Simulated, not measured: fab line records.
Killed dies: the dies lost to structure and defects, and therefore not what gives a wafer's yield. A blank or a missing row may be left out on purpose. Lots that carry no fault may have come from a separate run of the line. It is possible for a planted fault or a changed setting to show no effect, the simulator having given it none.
What tool caused it? || flow sky130 || Sampling: 13 lots, 39 wafers, 5 of 708 route steps

WHAT THE GAUGES READ, wafer by wafer
SKY_FIELD_ISO_BOW_MEAS_00.
{"lot": "L767", "measured": "day 1 10:00", "on": "film_metro-02", "INCOMING_BOW (um)": "10 7 3"}
{"lot": "L768", "measured": "day 1 15:00", "on": "film_metro-01", "INCOMING_BOW (um)": "-1 -2 2"}
{"lot": "L772", "measured": "day 2 11:00", "on": "film_metro-03", "INCOMING_BOW (um)": "7 6 1"}
{"lot": "L779", "measured": "day 3 22:00", "on": "film_metro-01", "INCOMING_BOW (um)": "4 1 15"}
{"lot": "L780", "measured": "day 4 03:02", "on": "film_metro-01", "INCOMING_BOW (um)": "-4 -6 -8"}
{"lot": "L782", "measured": "day 4 13:00", "on": "film_metro-03", "INCOMING_BOW (um)": "2 0 15"}
{"lot": "L784", "measured": "day 4 23:01", "on": "film_metro-03", "INCOMING_BOW (um)": "3 6 5"}
{"lot": "L785", "measured": "day 5 04:02", "on": "film_metro-01", "INCOMING_BOW (um)": "5 -3 -8"}
{"lot": "L786", "measured": "day 5 09:02", "on": "film_metro-03", "INCOMING_BOW (um)": "-1 2 -8"}
{"lot": "L787", "measured": "day 5 14:00", "on": "film_metro-01", "INCOMING_BOW (um)": "-10 -9 -5"}
{"lot": "L788", "measured": "day 5 19:01", "on": "film_metro-01", "INCOMING_BOW (um)": "-1 -3 6"}
{"lot": "L789", "measured": "day 6 00:00", "on": "film_metro-03", "INCOMING_BOW (um)": "2 6 -11"}
{"lot": "L790", "measured": "day 6 05:00", "on": "film_metro-01", "INCOMING_BOW (um)": "-6 4 -2"}

SKY_NWELL_TW_MEAS_15.
{"lot": "L767", "measured": "day 4 13:42", "on": "film_metro-04", "NWELL_TW": "1836 1833 1830"}
{"lot": "L768", "measured": "day 4 20:38", "on": "film_metro-03", "NWELL_TW": "1787 1769 1775"}
{"lot": "L772", "measured": "day 5 21:47", "on": "film_metro-02", "NWELL_TW": "30 30 30"}
{"lot": "L779", "measured": "day 7 10:12", "on": "film_metro-02", "NWELL_TW": "1831 1820 1832"}
{"lot": "L780", "measured": "day 7 14:02", "on": "film_metro-04", "NWELL_TW": "1838 1827 1836"}
{"lot": "L782", "measured": "day 8 01:39", "on": "film_metro-04", "NWELL_TW": "1822 1838 1817"}
{"lot": "L784", "measured": "day 9 00:30", "on": "film_metro-03", "NWELL_TW": "1785 1786 1792"}
{"lot": "L785", "measured": "day 9 11:40", "on": "film_metro-02", "NWELL_TW": "1831 1825 1829"}
{"lot": "L786", "measured": "day 9 12:25", "on": "film_metro-02", "NWELL_TW": "1822 1825 1824"}
{"lot": "L787", "measured": "day 9 23:26", "on": "film_metro-04", "NWELL_TW": "1828 1826 1822"}
{"lot": "L788", "measured": "day 9 23:06", "on": "film_metro-04", "NWELL_TW": "1838 1829 1836"}
{"lot": "L789", "measured": "day 10 01:39", "on": "film_metro-03", "NWELL_TW": "1776 1785 1769"}
{"lot": "L790", "measured": "day 11 14:06", "on": "film_metro-03", "NWELL_TW": "1786 1789 1784"}

SKY_VT_ADJUST_HVTR_CD_MEAS_07: the cd target is 380 nm.
{"lot": "L767", "measured": "day 9 03:37", "on": "cd_sem-01", "cd_nm (nm)": "378.6 378.3 379.9"}
{"lot": "L768", "measured": "day 9 13:37", "on": "cd_sem-02", "cd_nm (nm)": "377.6 375.5 378.7"}
{"lot": "L772", "measured": "day 10 20:30", "on": "cd_sem-02", "cd_nm (nm)": "377.6 377.1 378.6"}
{"lot": "L779", "measured": "day 12 22:55", "on": "cd_sem-01", "cd_nm (nm)": "379.2 379.3 379.8"}
{"lot": "L780", "measured": "day 13 03:31", "on": "cd_sem-01", "cd_nm (nm)": "380.3 381.3 382.4"}
{"lot": "L782", "measured": "day 13 21:19", "on": "cd_sem-01", "cd_nm (nm)": "379.4 379.0 377.4"}
{"lot": "L784", "measured": "day 14 23:37", "on": "cd_sem-02", "cd_nm (nm)": "377.9 375.9 377.9"}
{"lot": "L785", "measured": "day 15 15:50", "on": "cd_sem-02", "cd_nm (nm)": "378.9 377.4 379.8"}
{"lot": "L786", "measured": "day 15 16:50", "on": "cd_sem-02", "cd_nm (nm)": "379.2 377.5 381.6"}
{"lot": "L787", "measured": "day 16 06:00", "on": "cd_sem-02", "cd_nm (nm)": "376.4 376.1 377.9"}
{"lot": "L788", "measured": "day 16 05:43", "on": "cd_sem-01", "cd_nm (nm)": "380.4 381.0 380.7"}
{"lot": "L789", "measured": "day 16 09:37", "on": "cd_sem-01", "cd_nm (nm)": "378.4 377.5 379.8"}
{"lot": "L790", "measured": "day 18 07:54", "on": "cd_sem-01", "cd_nm (nm)": "379.6 380.8 379.4"}

WHAT TOOL EACH LOT RAN ON (gives the tool, then ch and the chambers of the sampled wafers, and finally the start)
{"lot": "L767", "SKY_PWDE_STRIP_09": "plasma_asher-03 ch 0,1, day 3 19:57", "SKY_NWELL_STRIP_14": "plasma_asher-04 ch 0,1, day 4 13:36"}
{"lot": "L768", "SKY_PWDE_STRIP_09": "plasma_asher-02 ch 0,1, day 4 03:14", "SKY_NWELL_STRIP_14": "plasma_asher-04 ch 0,1, day 4 20:32"}
{"lot": "L772", "SKY_PWDE_STRIP_09": "plasma_asher-03 ch 0,1, day 5 03:53", "SKY_NWELL_STRIP_14": "plasma_asher-01 ch 0,1, day 5 21:41"}
{"lot": "L779", "SKY_PWDE_STRIP_09": "plasma_asher-01 ch 0,1, day 6 17:18", "SKY_NWELL_STRIP_14": "plasma_asher-04 ch 1, day 7 10:06"}
{"lot": "L780", "SKY_PWDE_STRIP_09": "plasma_asher-01 ch 0,1, day 6 21:04", "SKY_NWELL_STRIP_14": "plasma_asher-01 ch 0,1, day 7 13:56"}
{"lot": "L782", "SKY_PWDE_STRIP_09": "plasma_asher-02 ch 0,1, day 7 07:36", "SKY_NWELL_STRIP_14": "plasma_asher-04 ch 0,1, day 8 01:33"}
{"lot": "L784", "SKY_PWDE_STRIP_09": "plasma_asher-02 ch 0,1, day 8 02:23", "SKY_NWELL_STRIP_14": "plasma_asher-01 ch 0,1, day 9 00:23"}
{"lot": "L785", "SKY_PWDE_STRIP_09": "plasma_asher-01 ch 0,1, day 8 14:50", "SKY_NWELL_STRIP_14": "plasma_asher-01 ch 0,1, day 9 11:35"}
{"lot": "L786", "SKY_PWDE_STRIP_09": "plasma_asher-02 ch 0,1, day 8 14:55", "SKY_NWELL_STRIP_14": "plasma_asher-02 ch 0,1, day 9 12:20"}
{"lot": "L787", "SKY_PWDE_STRIP_09": "plasma_asher-01 ch 0,1, day 9 01:12", "SKY_NWELL_STRIP_14": "plasma_asher-02 ch 0,1, day 9 23:20"}
{"lot": "L788", "SKY_PWDE_STRIP_09": "plasma_asher-03 ch 0,1, day 9 01:11", "SKY_NWELL_STRIP_14": "plasma_asher-04 ch 0,1, day 9 22:59"}
{"lot": "L789", "SKY_PWDE_STRIP_09": "plasma_asher-03 ch 1, day 9 03:35", "SKY_NWELL_STRIP_14": "plasma_asher-02 ch 0,1, day 10 01:33"}
{"lot": "L790", "SKY_PWDE_STRIP_09": "plasma_asher-03 ch 0,1, day 10 14:44", "SKY_NWELL_STRIP_14": "plasma_asher-04 ch 0,1, day 11 14:00"}
- SKY_PWDE_STRIP_09: strips in O2/N2.
- SKY_NWELL_STRIP_14: strips in O2/N2.

AS READ BY THE TOOLS THEMSELVES (means over the sampled wafers that have a number; for cases with no such wafer, the mark the record gives instead)
SKY_PWDE_STRIP_09.
{"lot": "L767", "tool": "plasma_asher-03", "drypump_motor_current_A (A)": 5.8, "oes_product_au (a.u.)": 0.726, "strip_time_to_endpoint_s (s)": 36.92}
{"lot": "L768", "tool": "plasma_asher-02", "drypump_motor_current_A (A)": 5.9, "oes_product_au (a.u.)": 0.724, "strip_time_to_endpoint_s (s)": 36.83}
{"lot": "L772", "tool": "plasma_asher-03", "drypump_motor_current_A (A)": 5.8, "oes_product_au (a.u.)": 0.939, "strip_time_to_endpoint_s (s)": "-"}
{"lot": "L779", "tool": "plasma_asher-01", "drypump_motor_current_A (A)": 6.0, "oes_product_au (a.u.)": 0.723, "strip_time_to_endpoint_s (s)": 36.94}
{"lot": "L780", "tool": "plasma_asher-01", "drypump_motor_current_A (A)": 6.4, "oes_product_au (a.u.)": 0.722, "strip_time_to_endpoint_s (s)": 36.78}
{"lot": "L782", "tool": "plasma_asher-02", "drypump_motor_current_A (A)": 5.9, "oes_product_au (a.u.)": 0.719, "strip_time_to_endpoint_s (s)": 36.87}
{"lot": "L784", "tool": "plasma_asher-02", "drypump_motor_current_A (A)": 5.8, "oes_product_au (a.u.)": 0.725, "strip_time_to_endpoint_s (s)": 37.04}
{"lot": "L785", "tool": "plasma_asher-01", "drypump_motor_current_A (A)": 6.4, "oes_product_au (a.u.)": 0.725, "strip_time_to_endpoint_s (s)": 36.91}
{"lot": "L786", "tool": "plasma_asher-02", "drypump_motor_current_A (A)": 5.9, "oes_product_au (a.u.)": 0.722, "strip_time_to_endpoint_s (s)": 37.01}
{"lot": "L787", "tool": "plasma_asher-01", "drypump_motor_current_A (A)": 6.4, "oes_product_au (a.u.)": 0.724, "strip_time_to_endpoint_s (s)": 36.80}
{"lot": "L788", "tool": "plasma_asher-03", "drypump_motor_current_A (A)": 5.5, "oes_product_au (a.u.)": 0.723, "strip_time_to_endpoint_s (s)": 36.89}
{"lot": "L789", "tool": "plasma_asher-03", "drypump_motor_current_A (A)": 5.3, "oes_product_au (a.u.)": 0.723, "strip_time_to_endpoint_s (s)": 36.83}
{"lot": "L790", "tool": "plasma_asher-03", "drypump_motor_current_A (A)": 5.8, "oes_product_au (a.u.)": 0.720, "strip_time_to_endpoint_s (s)": 36.93}

SKY_NWELL_STRIP_14.
{"lot": "L767", "tool": "plasma_asher-04", "drypump_motor_current_A (A)": 5.3, "oes_product_au (a.u.)": 0.721, "strip_time_to_endpoint_s (s)": 36.86}
{"lot": "L768", "tool": "plasma_asher-04", "drypump_motor_current_A (A)": 5.3, "oes_product_au (a.u.)": 0.723, "strip_time_to_endpoint_s (s)": 36.82}
{"lot": "L772", "tool": "plasma_asher-01", "drypump_motor_current_A (A)": 6.0, "oes_product_au (a.u.)": 0.729, "strip_time_to_endpoint_s (s)": 58.21}
{"lot": "L779", "tool": "plasma_asher-04", "drypump_motor_current_A (A)": 5.3, "oes_product_au (a.u.)": 0.722, "strip_time_to_endpoint_s (s)": 36.90}
{"lot": "L780", "tool": "plasma_asher-01", "drypump_motor_current_A (A)": 6.0, "oes_product_au (a.u.)": 0.722, "strip_time_to_endpoint_s (s)": 36.97}
{"lot": "L782", "tool": "plasma_asher-04", "drypump_motor_current_A (A)": 5.3, "oes_product_au (a.u.)": 0.721, "strip_time_to_endpoint_s (s)": 36.78}
{"lot": "L784", "tool": "plasma_asher-01", "drypump_motor_current_A (A)": 6.4, "oes_product_au (a.u.)": 0.722, "strip_time_to_endpoint_s (s)": 36.98}
{"lot": "L785", "tool": "plasma_asher-01", "drypump_motor_current_A (A)": 6.0, "oes_product_au (a.u.)": 0.722, "strip_time_to_endpoint_s (s)": 36.99}
{"lot": "L786", "tool": "plasma_asher-02", "drypump_motor_current_A (A)": 5.9, "oes_product_au (a.u.)": 0.723, "strip_time_to_endpoint_s (s)": 36.97}
{"lot": "L787", "tool": "plasma_asher-02", "drypump_motor_current_A (A)": 5.8, "oes_product_au (a.u.)": 0.719, "strip_time_to_endpoint_s (s)": 36.88}
{"lot": "L788", "tool": "plasma_asher-04", "drypump_motor_current_A (A)": 5.3, "oes_product_au (a.u.)": 0.722, "strip_time_to_endpoint_s (s)": 37.00}
{"lot": "L789", "tool": "plasma_asher-02", "drypump_motor_current_A (A)": 5.9, "oes_product_au (a.u.)": 0.719, "strip_time_to_endpoint_s (s)": 36.92}
{"lot": "L790", "tool": "plasma_asher-04", "drypump_motor_current_A (A)": 5.3, "oes_product_au (a.u.)": 0.724, "strip_time_to_endpoint_s (s)": 36.95}

THE ANSWER, worked out from the rows above alone
Rule: the usual values come from the lots themselves. The widest of any qualifying gaps counts: lots, ordered by their means at a reading, are off when they make up no more than a third of the lots, leave a main group of 4 or more, and stand apart from it by 3 or more times the standard deviation of that group's means. A main group whose means are all the same, to the digits that the tables above print for the reading, isn't used. A lot without any number at a reading at which 4 lots or more have one is off too. Where the step has rows for the other lots, those lots are counted as sound. First the gauges in route order, then the tools' own readings, where a lot's mean is used as printed above. The first step at which some lot is off is used, and at that step the reading that is off furthest; a lot without a number counts as furthest.
Off: at SKY_NWELL_TW_MEAS_15 (NWELL_TW), L772. Main group: mean 1813, sd 23.
A tool fits if, at a process step before that reading, it ran every lot that is off, and no sound lot after the first of them. The gauges at SKY_NWELL_TW_MEAS_15 aren't tried: what is off there is off at SKY_PWDE_STRIP_09 too, on other tools, and a gauge's error can't cause that. None of those tried fits.

WHAT THE SIMULATOR HAD INSERTED
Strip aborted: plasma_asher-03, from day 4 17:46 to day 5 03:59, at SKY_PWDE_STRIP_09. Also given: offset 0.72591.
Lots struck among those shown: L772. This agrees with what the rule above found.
